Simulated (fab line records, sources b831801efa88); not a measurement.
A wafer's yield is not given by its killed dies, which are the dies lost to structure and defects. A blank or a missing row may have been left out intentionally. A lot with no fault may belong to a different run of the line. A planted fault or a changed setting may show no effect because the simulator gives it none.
Matching of chambers | flow gf180mcu | GF_V5_CMP_26 on cmp-01: 4 sister chambers
The step polishes, stops on SiO2, t overpolish 15 s, target thk 0 nm. 4 wafers are shown with their chamber, then 12 later ones without.

## EACH WAFER AND ITS CHAMBER
wafer  | chamber | motorCurrentA (A)
L093.2 | 0       | 11.0
L093.6 | 3       | 10.7
L094.5 | 2       | 8.9
L094.6 | 1       | 9.6

## WAFERS MISSING THEIR CHAMBER
wafer  | motorCurrentA (A)
L094.1 | 11.2
L094.2 | 9.9
L094.4 | 9.1
L095.3 | 11.4
L095.4 | 9.0
L095.6 | 10.9
L096.3 | 8.7
L096.4 | 11.2
L096.5 | 10.7
L097.1 | 10.8
L097.5 | 10.2
L097.6 | 9.1

## CHAMBER TAKEN BY EACH
wafer  | from the rows above          | in truth
L094.1 | can't be placed: 0 or 3      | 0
L094.2 | 1                            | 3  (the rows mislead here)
L094.4 | can't be placed: 2 or 1      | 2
L095.3 | can't be placed: 0 or 3      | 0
L095.4 | 2                            | 2
L095.6 | can't be placed: 0 or 3      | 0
L096.3 | 2                            | 2
L096.4 | can't be placed: 0 or 3      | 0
L096.5 | can't be placed: 3 or 0      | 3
L097.1 | can't be placed: 3 or 0      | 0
L097.5 | can't be placed: 3 or 1 or 0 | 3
L097.6 | can't be placed: 2 or 1      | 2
Placed correctly: 2 of 12. From these rows, 9 cannot be placed; in 9 the true chamber is one of the candidates. 1 placed wrongly.
How it was worked out, from the rows above alone: a wafer's distance from a chamber is the root of the sum, over the readings, of the square of ((its reading less the chamber's mean) divided by the reading's scatter). The wafer belongs to the nearest chamber; if the next one is less than 2 further off, it can't be placed. Each chamber's mean is taken over the wafers shown for it. The scatter (one wafer shown for each chamber): square how far every hidden wafer sits from the nearest shown wafer, average those squares and take the square root.
